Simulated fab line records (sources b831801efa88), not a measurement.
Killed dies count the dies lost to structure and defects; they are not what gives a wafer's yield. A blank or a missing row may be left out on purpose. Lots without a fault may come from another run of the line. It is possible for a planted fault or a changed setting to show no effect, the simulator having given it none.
fab line records -- flow sky130
record: lots: 7, wafers: 21, lastDay: 49
route steps=708 shown METAL1@446 VIA1@458
lots that met no fault: taken from a fault-free run of the same line
startH: the number of hours between the record's first day and the start of the first shown wafer of the lot -- waitH: hours from the lot's prior step to this one -- " the same as in the row above -- L1.1+2: a single row standing in for several wafers -- - either no value or no given start -- * or withheld: withheld -- < > ~ a bound
route shown NAME@n: names a module that has steps shown in the file, with the first one's number in the route -- usual: average and standard deviation across the fault-free wafers -- same: alike in all rows -- chamber/n: place in a boat -- sites: readings site by site -- _std_site: the standard deviation of these -- _edge_site: inner sites' mean taken away from outer sites' mean -- radiusMm: for every site, how far away it sits from the centre of the wafer -- mask NAME#n: copy n -- behind: tool/chamber where the wafer was last shaped -- hold: why the lot went on hold/how many hours it stayed there/how the hold came to an end -- device: the n, p or np transistor that did not switch -- end of line: the tests these same wafers got at the end of their route -- step lacking rows: just its recipe -- killed: the dies lost at the first sort to structure and to defects; this is not the yield of the wafer -- map: dies across one wafer; x = killed, . = not, _ = none there
set.NAME: the run value of the setting; set.NAME@STEP: its run value at that earlier step -- model.NAME: the simulator's own value behind a step, which no gauge read
lots at some steps of the route; a table a step, a row a wafer
services: when a tool's chamber went out of use (startH, in hours from the record's first day, below 0 if earlier), for how many hours, and the reason
== steps ==
step: SKY_METAL1_EXPOSE_12
recipe: maskId: MM1, na: 0.8, sourceShape: annular, sigmaInner: 0.55, sigmaOuter: 0.85, targetCdNm: 140, doseMj: 28
step: SKY_METAL1_PEB_13
recipe: pebTempC: withheld, pebTimeS: withheld, resist: KrF-thick
step: SKY_METAL1_DEVELOP_14
recipe: developTimeS: 60, resist: KrF-thick, devTempC: 21
step: SKY_METAL1_CD_MEAS_15
recipe: targetCdNm: 140
usual: cdNm: 139.7/1.5
lot.wafer,tool,chamber,startH,waitH,cdNm
L806.3,cdSem-02,-,761.53,-,139.1
L806.4,cdSem-02,-,761.53,-,140.0
L806.6,cdSem-02,-,761.53,-,137.8
L807.1,cdSem-01,-,769.81,-,141.6
L807.4,cdSem-01,-,769.81,-,142.6
L807.5,cdSem-01,-,769.81,-,141.2
L812.2,cdSem-01,-,824.56,-,138.5
L812.4,cdSem-01,-,824.56,-,139.1
L812.6,cdSem-01,-,824.56,-,138.4
L814.2,cdSem-01,-,838.96,-,141.7
L814.4,cdSem-01,-,838.96,-,139.9
L814.5,cdSem-01,-,838.96,-,139.4
L813.3,cdSem-01,-,845.27,-,137.7
L813.5,cdSem-01,-,845.27,-,138.4
L813.6,cdSem-01,-,845.27,-,138.7
L817.4,cdSem-02,-,853.10,-,138.3
L817.5,cdSem-02,-,853.10,-,138.8
L817.6,cdSem-02,-,853.10,-,138.2
L825.1,cdSem-01,-,909.78,-,139.9
L825.2,cdSem-01,-,909.78,-,140.1
L825.6,cdSem-01,-,909.78,-,138.4
step: SKY_METAL1_OVL_MEAS_16
usual: METAL1_OVL: -5/6.4
lot.wafer,tool,chamber,startH,waitH,METAL1_OVL[nm]
L806.3,overlay-01,-,761.62,0.1,5
L806.4,overlay-01,-,761.62,0.1,-5
L806.6,overlay-01,-,761.62,0.1,-2
L807.1,overlay-02,-,769.93,0.1,-11
L807.4,overlay-02,-,769.93,0.1,-8
L807.5,overlay-02,-,769.93,0.1,-7
L812.2,overlay-01,-,824.66,0.1,-8
L812.4,overlay-01,-,824.66,0.1,1
L812.6,overlay-01,-,824.66,0.1,3
L814.2,overlay-02,-,839.06,0.1,-2
L814.4,overlay-02,-,839.06,0.1,0
L814.5,overlay-02,-,839.06,0.1,6
L813.3,overlay-01,-,845.36,0.1,-13
L813.5,overlay-01,-,845.36,0.1,-13
L813.6,overlay-01,-,845.36,0.1,-5
L817.4,overlay-02,-,853.18,0.1,-13
L817.5,overlay-02,-,853.18,0.1,-15
L817.6,overlay-02,-,853.18,0.1,-14
L825.1,overlay-02,-,909.93,0.1,-7
L825.2,overlay-02,-,909.93,0.1,-5
L825.6,overlay-02,-,909.93,0.1,-1
step: SKY_METAL1_DESCUM_17
recipe: chemistry: O2, sourcePowerW: 150, biasPowerW: 0, pressureMtorr: 10, tempC: 40, timeS: 8
usual: drypumpMotorCurrentA: 5.8/0.47, heBacksideLeakSccm: 3.4/0.35, oesProductAu: 1.001/0.0081
lot.wafer,tool,chamber,startH,waitH,drypumpMotorCurrentA,heBacksideLeakSccm,oesProductAu,rfHoursCounterH
L806.3,rieMetal-02,0,761.65,0.0,6.1,3.4,1.004,-
L806.4,rieMetal-02,1,761.65,0.0,5.3,3.7,1.013,-
L806.6,rieMetal-02,1,761.65,0.0,5.4,3.5,1.012,-
L807.1,rieMetal-01,0,769.97,0.0,5.9,3.6,1.000,2
L807.4,rieMetal-01,0,769.97,0.0,5.9,3.5,1.003,-
L807.5,rieMetal-01,0,769.97,0.0,5.9,3.4,0.999,-
L812.2,rieMetal-01,0,824.69,0.0,5.9,3.4,1.009,4
L812.4,rieMetal-01,0,824.69,0.0,5.9,3.5,0.997,-
L812.6,rieMetal-01,0,824.69,0.0,5.9,3.6,0.998,-
L814.2,rieMetal-01,0,839.09,0.0,5.9,3.7,1.011,5
L814.4,rieMetal-01,1,839.09,0.0,5.1,3.4,1.002,-
L814.5,rieMetal-01,1,839.09,0.0,5.1,3.2,1.009,-
L813.3,rieMetal-02,0,845.39,0.0,6.1,3.4,0.997,-
L813.5,rieMetal-02,1,845.39,0.0,5.3,3.5,1.005,-
L813.6,rieMetal-02,0,845.39,0.0,6.1,3.5,1.004,-
L817.4,rieMetal-02,1,853.21,0.0,5.3,3.6,1.006,-
L817.5,rieMetal-02,1,853.21,0.0,5.4,3.6,1.019,-
L817.6,rieMetal-02,0,853.21,0.0,6.2,3.3,1.001,-
L825.1,rieMetal-02,0,909.96,0.0,6.1,3.8,1.009,8
L825.2,rieMetal-02,1,909.96,0.0,5.3,3.6,1.003,11
L825.6,rieMetal-02,0,909.96,0.0,6.2,3.4,0.997,-
step: SKY_METAL1_ETCH_18
recipe: chemistry: N2/H2, target: BARC, ionEnergyEv: 200, biasW: 100, pressureMtorr: 30, n2FlowSccm: 100, h2FlowSccm: 200, icpW: 500, stopOn: SiO2, timeS: 45.9, targetDepthA: 600
usual: drypumpMotorCurrentA: 5.8/0.46, heBacksideLeakSccm: 3.4/0.31, oesProductAu: 0.854/0.0048, throttleValvePct: 13.224/0.0089
lot.wafer,tool,chamber,startH,waitH,drypumpMotorCurrentA,heBacksideLeakSccm,oesProductAu,rfHoursCounterH,throttleValvePct
L806.3,rieMetal-02,0,761.70,0.0,6.1,3.2,0.856,-,13.233
L806.4,rieMetal-02,1,761.70,0.0,5.4,3.6,0.860,-,13.207
L806.6,rieMetal-02,1,761.70,0.0,5.3,3.6,0.852,-,13.210
L807.1,rieMetal-01,0,770.00,0.0,5.9,3.4,0.847,2,13.238
L807.4,rieMetal-01,0,770.00,0.0,5.9,3.5,0.854,-,13.227
L807.5,rieMetal-01,0,770.00,0.0,5.9,3.5,0.860,-,13.236
L812.2,rieMetal-01,0,824.73,0.0,5.9,3.8,0.854,4,13.240
L812.4,rieMetal-01,0,824.73,0.0,5.9,3.8,0.849,-,13.224
L812.6,rieMetal-01,0,824.73,0.0,5.9,3.8,0.862,-,13.220
L814.2,rieMetal-01,0,839.13,0.0,5.9,3.6,0.849,5,13.208
L814.4,rieMetal-01,1,839.13,0.0,5.1,3.4,0.853,-,13.226
L814.5,rieMetal-01,1,839.13,0.0,5.1,3.5,0.853,-,13.220
L813.3,rieMetal-02,0,845.43,0.0,6.1,3.6,0.851,-,13.231
L813.5,rieMetal-02,1,845.43,0.0,5.4,3.6,0.847,-,13.209
L813.6,rieMetal-02,0,845.43,0.0,6.1,3.5,0.847,-,13.218
L817.4,rieMetal-02,1,853.25,0.0,5.4,3.6,0.844,-,13.223
L817.5,rieMetal-02,1,853.25,0.0,5.4,3.8,0.856,-,13.227
L817.6,rieMetal-02,0,853.25,0.0,6.1,3.7,0.857,-,13.230
L825.1,rieMetal-02,0,909.99,0.0,6.2,3.7,0.854,9,13.207
L825.2,rieMetal-02,1,909.99,0.0,5.3,3.6,0.847,11,13.225
L825.6,rieMetal-02,0,909.99,0.0,6.2,3.4,0.845,-,13.239
step: SKY_METAL1_METAL_ETCH_19
recipe: targetDepthA: 3600, stopOn: SiO2, overEtchFrac: 0.3, timeS: 78, chemistry: Cl2/BCl3, resistSidewallDeg: 88, pressureMtorr: 10, icpW: 900, biasW: 48.5, Cl2_flow_sccm: 60, bcl3FlowSccm: 30
step: SKY_METAL1_STRIP_20
recipe: chemistry: O2/N2, powerW: 1400, pressureMtorr: 1500, platenTempC: withheld, o2FlowSccm: 3000, n2FlowSccm: 300, overashFraction: 0.5
usual: drypumpMotorCurrentA: 5.6/0.51, oesProductAu: 0.343/0.0052, stripTimeToEndpointS: 2.69/0.03
lot.wafer,tool,chamber,startH,waitH,drypumpMotorCurrentA,oesProductAu,rfHoursCounterH,stripTimeToEndpointS
L806.3,plasmaAsher-03,0,761.86,0.1,4.9,0.339,-,2.73
L806.4,plasmaAsher-03,1,761.86,0.1,6.1,0.342,-,2.70
L806.6,plasmaAsher-03,1,761.86,0.1,6.1,0.339,-,2.69
L807.1,plasmaAsher-01,1,770.15,0.1,5.9,0.343,3,2.72
L807.4,plasmaAsher-01,1,770.15,0.1,5.9,0.332,-,2.73
L807.5,plasmaAsher-01,1,770.15,0.1,6.0,0.341,-,2.75
L812.2,plasmaAsher-03,0,824.88,0.1,4.8,0.345,99,2.66
L812.4,plasmaAsher-03,1,824.88,0.1,6.1,0.346,-,2.67
L812.6,plasmaAsher-03,0,824.88,0.1,4.8,0.346,-,2.66
L814.2,plasmaAsher-01,1,839.28,0.1,5.9,0.337,10,2.72
L814.4,plasmaAsher-01,1,839.28,0.1,5.9,0.347,-,2.71
L814.5,plasmaAsher-01,0,839.28,0.1,5.3,0.337,-,2.65
L813.3,plasmaAsher-03,1,845.60,0.1,6.1,0.354,-,2.72
L813.5,plasmaAsher-03,0,845.60,0.1,4.9,0.341,-,2.72
L813.6,plasmaAsher-03,1,845.60,0.1,6.1,0.348,-,2.69
L817.4,plasmaAsher-03,0,853.41,0.1,4.8,0.349,-,2.67
L817.5,plasmaAsher-03,1,853.41,0.1,6.1,0.329,-,2.65
L817.6,plasmaAsher-03,0,853.41,0.1,4.8,0.336,-,2.63
L825.1,plasmaAsher-01,0,910.15,0.1,5.3,0.340,17,2.72
L825.2,plasmaAsher-01,1,910.15,0.1,5.9,0.344,17,2.69
L825.6,plasmaAsher-01,1,910.15,0.1,6.0,0.346,-,2.71
step: SKY_METAL1_STRIP_21
recipe: chemistry: postEtchResidueRemover, timeS: 1200, tempC: 72.5
step: SKY_METAL1_CLEAN_22
recipe: chemistry: IPA, timeS: 180, tempC: 25
step: SKY_METAL1_CLEAN_23
recipe: chemistry: O3/DIW, dry: n2Spin
step: SKY_VIA1_HDPCVD_00
recipe: material: SiO2, targetThkNm: 1030, sigmaOpenFrac: 0.3, timeS: 171.7, tempC: 400, sih4FlowSccm: 60, pressureMtorr: 6
usual: pressureMtorr: 5.999/0.012, sih4FlowSccm: 60.00/0.2
lot.wafer,tool,chamber,startH,waitH,pressureMtorr,sih4FlowSccm
L806.3,hdpcvd-02,1,762.44,0.0,6.009,60.01
L806.4,hdpcvd-02,2,762.44,0.0,5.995,59.71
L806.6,hdpcvd-02,1,762.44,0.0,5.998,60.06
L807.1,hdpcvd-01,1,770.74,0.0,6.000,60.30
L807.4,hdpcvd-01,0,770.74,0.0,5.982,60.09
L807.5,hdpcvd-01,1,770.74,0.0,6.002,60.33
L812.2,hdpcvd-01,2,825.47,0.0,6.012,60.53
L812.4,hdpcvd-01,1,825.47,0.0,5.991,60.07
L812.6,hdpcvd-01,2,825.47,0.0,5.986,60.16
L814.2,hdpcvd-01,0,839.88,0.0,5.985,59.95
L814.4,hdpcvd-01,1,839.88,0.0,6.000,60.14
L814.5,hdpcvd-01,2,839.88,0.0,5.976,60.22
L813.3,hdpcvd-02,0,846.16,0.0,5.997,60.12
L813.5,hdpcvd-02,2,846.16,0.0,5.992,60.05
L813.6,hdpcvd-02,0,846.16,0.0,5.989,59.83
L817.4,hdpcvd-01,2,854.03,0.1,6.006,59.97
L817.5,hdpcvd-01,0,854.03,0.1,5.989,59.73
L817.6,hdpcvd-01,1,854.03,0.1,5.986,59.71
L825.1,hdpcvd-02,1,910.74,0.0,5.987,59.87
L825.2,hdpcvd-02,0,910.74,0.0,6.008,60.15
L825.6,hdpcvd-02,1,910.74,0.0,5.978,59.92
step: SKY_VIA1_THK_MEAS_01
recipe: reads: SiO2_of_VIA1_HDPCVD_00
usual: VIA1_HDPCVD_THK: 1034/10
lot.wafer,tool,chamber,startH,waitH,VIA1_HDPCVD_THK[nm]
L806.3,filmMetro-04,-,762.57,0.1,1011
L806.4,filmMetro-04,-,762.57,0.1,1022
L806.6,filmMetro-04,-,762.57,0.1,1017
L807.1,filmMetro-01,-,770.86,0.1,1036
L807.4,filmMetro-01,-,770.86,0.1,1030
L807.5,filmMetro-01,-,770.86,0.1,1039
L812.2,filmMetro-02,-,825.59,0.1,874
L812.4,filmMetro-02,-,825.59,0.1,867
L812.6,filmMetro-02,-,825.59,0.1,869
L814.2,filmMetro-02,-,840.00,0.1,863
L814.4,filmMetro-02,-,840.00,0.1,859
L814.5,filmMetro-02,-,840.00,0.1,876
L813.3,filmMetro-01,-,846.29,0.1,1042
L813.5,filmMetro-01,-,846.29,0.1,1037
L813.6,filmMetro-01,-,846.29,0.1,1038
L817.4,filmMetro-04,-,854.11,0.0,890
L817.5,filmMetro-04,-,854.11,0.0,886
L817.6,filmMetro-04,-,854.11,0.0,882
L825.1,filmMetro-04,-,910.85,0.1,1015
L825.2,filmMetro-04,-,910.85,0.1,1029
L825.6,filmMetro-04,-,910.85,0.1,1024
step: SKY_VIA1_CMP_02
recipe: material: SiO2, downForcePsi: 4, platenRpm: 60, padVelocityMS: 0.94248
usual: motorCurrentA: 11.7/1.6
lot.wafer,tool,chamber,startH,waitH,motorCurrentA
L806.4,cmp-01,1,762.71,0.1,10.7
L806.3,cmp-01,2,762.71,0.1,8.6
L806.6,cmp-01,3,762.71,0.1,12.4
L807.4,cmp-02,3,770.92,0.0,11.9
L807.1,cmp-02,2,770.92,0.0,13.6
L807.5,cmp-02,3,770.92,0.0,11.9
L812.2,cmp-02,1,825.64,0.0,13.2
L812.4,cmp-02,3,825.64,0.0,11.2
L812.6,cmp-02,2,825.64,0.0,14.0
L814.2,cmp-01,0,840.10,0.1,13.0
L814.4,cmp-01,1,840.10,0.1,10.7
L814.5,cmp-01,0,840.10,0.1,13.3
L813.3,cmp-01,1,846.38,0.1,10.3
L813.6,cmp-01,0,846.38,0.1,13.5
L813.5,cmp-01,1,846.38,0.1,10.1
L817.4,cmp-01,0,854.14,0.0,13.7
L817.5,cmp-01,0,854.14,0.0,13.9
L817.6,cmp-01,1,854.14,0.0,10.0
L825.2,cmp-01,1,910.96,0.1,10.2
L825.1,cmp-01,3,910.96,0.1,12.0
L825.6,cmp-01,0,910.96,0.1,13.6
step: SKY_VIA1_BOW_MEAS_03
recipe: mode: bow
usual: VIA1_BOW: 80/6.7
lot.wafer,tool,chamber,startH,waitH,VIA1_BOW[um]
L806.3,filmMetro-02,-,762.95,0.1,77
L806.4,filmMetro-02,-,762.95,0.1,79
L806.6,filmMetro-02,-,762.95,0.1,75
L807.1,filmMetro-01,-,771.22,0.1,80
L807.4,filmMetro-01,-,771.22,0.1,77
L807.5,filmMetro-01,-,771.22,0.1,74
L812.2,filmMetro-02,-,825.96,0.3,79
L812.4,filmMetro-02,-,825.96,0.3,65
L812.6,filmMetro-02,-,825.96,0.3,83
L814.2,filmMetro-04,-,840.37,0.2,69
L814.4,filmMetro-04,-,840.37,0.2,76
L814.5,filmMetro-04,-,840.37,0.2,78
L813.3,filmMetro-04,-,846.67,0.2,84
L813.5,filmMetro-04,-,846.67,0.2,85
L813.6,filmMetro-04,-,846.67,0.2,103
L817.4,filmMetro-04,-,854.50,0.3,77
L817.5,filmMetro-04,-,854.50,0.3,74
L817.6,filmMetro-04,-,854.50,0.3,69
L825.1,filmMetro-04,-,911.21,0.1,79
L825.2,filmMetro-04,-,911.21,0.1,84
L825.6,filmMetro-04,-,911.21,0.1,80
step: SKY_VIA1_DEHYDRATE_04
recipe: tempC: 200, timeS: 60
step: SKY_VIA1_HMDS_05
recipe: primeTimeS: 60, primeTempC: 120
step: SKY_VIA1_COAT_06
recipe: resist: BARC, tempC: withheld, timeS: withheld, spinRpm: 3000, resistThkNm: 60
step: SKY_VIA1_COAT_07
recipe: resist: KrF-thick, spinRpm: 3000, resistThkNm: 450
step: SKY_VIA1_SOFTBAKE_08
recipe: tempC: 100, timeS: 90, resist: KrF-thick
step: SKY_VIA1_EXPOSE_09
recipe: maskId: VIM, na: 0.8, sourceShape: annular, sigmaInner: 0.55, sigmaOuter: 0.85, targetCdNm: 150, doseMj: 38
step: SKY_VIA1_PEB_10
recipe: pebTempC: withheld, pebTimeS: withheld, resist: KrF-thick
step: SKY_VIA1_DEVELOP_11
recipe: developTimeS: 60, resist: KrF-thick, devTempC: 21
step: SKY_VIA1_CD_MEAS_12
recipe: targetCdNm: 150
usual: cdNm: 149.6/1.7
lot.wafer,tool,chamber,startH,waitH,cdNm
L806.3,cdSem-01,-,789.10,-,149.0
L806.4,cdSem-01,-,789.10,-,148.7
L806.6,cdSem-01,-,789.10,-,147.3
L807.1,cdSem-01,-,798.31,-,150.7
L807.4,cdSem-01,-,798.31,-,151.2
L807.5,cdSem-01,-,798.31,-,152.4
L812.2,cdSem-02,-,852.20,-,150.4
L812.4,cdSem-02,-,852.20,-,150.1
L812.6,cdSem-02,-,852.20,-,150.6
L814.2,cdSem-02,-,866.08,-,152.4
L814.4,cdSem-02,-,866.08,-,152.0
L814.5,cdSem-02,-,866.08,-,150.3
L813.3,cdSem-01,-,872.53,-,151.1
L813.5,cdSem-01,-,872.53,-,150.5
L813.6,cdSem-01,-,872.53,-,149.9
L817.4,cdSem-01,-,880.75,-,148.1
L817.5,cdSem-01,-,880.75,-,148.5
L817.6,cdSem-01,-,880.75,-,149.2
L825.1,cdSem-01,-,936.23,-,148.3
L825.2,cdSem-01,-,936.23,-,147.4
L825.6,cdSem-01,-,936.23,-,144.3
step: SKY_VIA1_OVL_MEAS_13
usual: VIA1_OVL: 1/4.7
lot.wafer,tool,chamber,startH,waitH,VIA1_OVL[nm]
L806.3,overlay-01,-,789.19,0.1,3
L806.4,overlay-01,-,789.19,0.1,-2
L806.6,overlay-01,-,789.19,0.1,2
L807.1,overlay-02,-,798.43,0.1,-7
L807.4,overlay-02,-,798.43,0.1,-4
L807.5,overlay-02,-,798.43,0.1,-5
L812.2,overlay-02,-,852.30,0.1,4
L812.4,overlay-02,-,852.30,0.1,1
L812.6,overlay-02,-,852.30,0.1,-2
L814.2,overlay-02,-,866.19,0.1,2
L814.4,overlay-02,-,866.19,0.1,5
L814.5,overlay-02,-,866.19,0.1,-5
L813.3,overlay-01,-,872.62,0.1,2
L813.5,overlay-01,-,872.62,0.1,-6
L813.6,overlay-01,-,872.62,0.1,6
L817.4,overlay-02,-,880.83,0.1,8
L817.5,overlay-02,-,880.83,0.1,10
L817.6,overlay-02,-,880.83,0.1,5
L825.1,overlay-01,-,936.35,0.1,7
L825.2,overlay-01,-,936.35,0.1,-1
L825.6,overlay-01,-,936.35,0.1,7
step: SKY_VIA1_ETCH_14
recipe: chemistry: N2/H2, target: BARC, ionEnergyEv: 200, sourceW: 500, biasW: 100, pressureMtorr: 30, n2FlowSccm: 100, h2FlowSccm: 200, stopOn: SiO2, timeS: 45.9, targetDepthA: 600
step: SKY_VIA1_ETCH_15
recipe: target: SiO2, chemistry: C4F8/O2/Ar, targetDepthNm: 351, stopOn: TiN, maskMaterial: KrF-thick, sourceW: 1500, biasW: 1200, pressureMtorr: 40, c4f8FlowSccm: withheld, O2_flow_sccm: 6, Ar_flow_sccm: 300, timeS: 54
usual: oesProductAu: 0.982/0.0052
lot.wafer,tool,chamber,startH,waitH,oesProductAu,rfHoursCounterH
L806.3,rieDiel-03,1,789.26,0.0,0.993,5
L806.4,rieDiel-03,2,789.26,0.0,0.971,12
L806.6,rieDiel-03,1,789.26,0.0,0.984,-
L807.1,rieDiel-03,0,798.51,0.0,0.983,7
L807.4,rieDiel-03,2,798.51,0.0,0.967,12
L807.5,rieDiel-03,3,798.51,0.0,0.972,-
L812.2,rieDiel-02,2,852.37,0.0,0.751,7
L812.4,rieDiel-02,1,852.37,0.0,0.750,8
L812.6,rieDiel-02,2,852.37,0.0,0.738,-
L814.2,rieDiel-02,0,866.26,0.0,0.743,12
L814.4,rieDiel-02,3,866.26,0.0,0.734,2
L814.5,rieDiel-02,3,866.26,0.0,0.739,-
L813.3,rieDiel-04,1,872.69,0.0,0.975,10
L813.5,rieDiel-04,3,872.69,0.0,0.977,-
L813.6,rieDiel-04,1,872.69,0.0,0.981,-
L817.4,rieDiel-04,1,880.89,0.0,0.742,10
L817.5,rieDiel-04,1,880.89,0.0,0.738,-
L817.6,rieDiel-04,2,880.89,0.0,0.734,-
L825.1,rieDiel-03,2,936.42,0.0,0.975,16
L825.2,rieDiel-03,1,936.42,0.0,0.986,9
L825.6,rieDiel-03,0,936.42,0.0,0.983,-
step: SKY_VIA1_STRIP_16
recipe: chemistry: O2/N2, powerW: 1400, pressureMtorr: 1500, platenTempC: withheld, o2FlowSccm: 3000, n2FlowSccm: 300, overashFraction: 0.5
usual: drypumpMotorCurrentA: 5.7/0.44, oesProductAu: 0.415/0.0047, stripTimeToEndpointS: 4.460/0.019
lot.wafer,tool,chamber,startH,waitH,drypumpMotorCurrentA,oesProductAu,rfHoursCounterH,stripTimeToEndpointS
L806.3,plasmaAsher-04,1,789.34,0.1,5.0,0.409,-,4.429
L806.4,plasmaAsher-04,0,789.34,0.1,6.2,0.425,-,4.438
L806.6,plasmaAsher-04,0,789.34,0.1,6.2,0.419,-,4.409
L807.1,plasmaAsher-02,1,798.56,0.0,5.9,0.411,35,4.455
L807.4,plasmaAsher-02,0,798.56,0.0,5.8,0.417,-,4.457
L807.5,plasmaAsher-02,1,798.56,0.0,5.9,0.403,-,4.456
L812.2,plasmaAsher-02,0,852.42,0.0,5.8,0.419,41,4.443
L812.4,plasmaAsher-02,1,852.42,0.0,5.9,0.418,-,4.431
L812.6,plasmaAsher-02,0,852.42,0.0,5.8,0.415,-,4.430
L814.2,plasmaAsher-01,1,866.31,0.0,5.9,0.417,13,4.460
L814.4,plasmaAsher-01,1,866.31,0.0,5.9,0.406,-,4.465
L814.5,plasmaAsher-01,0,866.31,0.0,5.3,0.418,-,4.470
L813.3,plasmaAsher-01,0,872.77,0.1,5.3,0.424,-,4.456
L813.5,plasmaAsher-01,0,872.77,0.1,5.3,0.407,-,4.411
L813.6,plasmaAsher-01,1,872.77,0.1,5.9,0.404,-,4.461
L817.4,plasmaAsher-04,0,880.97,0.1,6.2,0.420,-,4.464
L817.5,plasmaAsher-04,0,880.97,0.1,6.2,0.416,-,4.471
L817.6,plasmaAsher-04,1,880.97,0.1,5.0,0.420,-,4.455
L825.1,plasmaAsher-04,1,936.47,0.0,5.0,0.419,81,4.463
L825.2,plasmaAsher-04,0,936.47,0.0,6.3,0.417,81,4.472
L825.6,plasmaAsher-04,1,936.47,0.0,5.0,0.412,-,4.481
== services ==
tool,chamber,startH,hours,kind
plasmaAsher-03,-,740.91,4.3,pm
plasmaAsher-01,0,742.75,-,clean
cmp-02,-,744.00,4.0,pm
plasmaAsher-02,-,751.96,3.3,repair
cmp-01,-,764.10,0.4,repair
cmp-02,-,771.41,3.8,repair
plasmaAsher-03,-,790.82,15.6,pm
rieDiel-03,-,827.23,15.6,pm
hdpcvd-01,0,829.67,7.5,repair
cmp-01,-,830.80,5.8,pm
plasmaAsher-04,-,839.63,1.2,repair
rieDiel-03,1,853.16,3.9,repair
cmp-02,-,855.98,0.7,repair
hdpcvd-02,-,859.28,2.8,pm
cmp-01,-,862.67,0.3,repair
rieDiel-04,0,870.78,6.5,repair
rieDiel-04,3,886.05,5.5,repair
hdpcvd-01,1,897.56,9.4,repair
rieMetal-02,-,906.27,2.8,pm
rieMetal-02,1,917.11,2.6,repair
cmp-01,-,919.23,4.0,pm
hdpcvd-01,1,929.76,9.8,repair
rieDiel-03,0,930.68,2.7,repair
cmp-01,-,933.86,1.7,repair
== key ==
firstSign: step: SKY_VIA1_THK_MEAS_01, reading: VIA1_HDPCVD_THK, direction: down, sigmas: 16, usual: 1034, struck: 874
effect: step: SKY_VIA1_ETCH_15, reading: oesProductAu, direction: down, sigmas: 46, usual: 0.982, struck: 0.741
metAt SKY_VIA1_HDPCVD_00
struckWafers L812.2,L812.4,L812.6,L814.2,L814.4,L814.5,L817.4,L817.5,L817.6
sortLeftOut L812.2,L812.4,L812.6,L814.2,L814.4,L814.5,L817.4,L817.5,L817.6
onsetBetween 770.74 825.47
fault: kind: siteProfileDrift, tool: hdpcvd-01, chamber: -, onsetH: 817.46, steps: SKY_VIA1_HDPCVD_00, basis: fraction, maxAbsDrift: 0.36866, slopeSharePerHr: 81.925, sitePattern: 0,0,0,0,0,-1,-1,-1,-1
sortLeftOut: the simulated sort isn't trusted on such a fault, so these wafers' sort isn't shown, and their yield isn't known
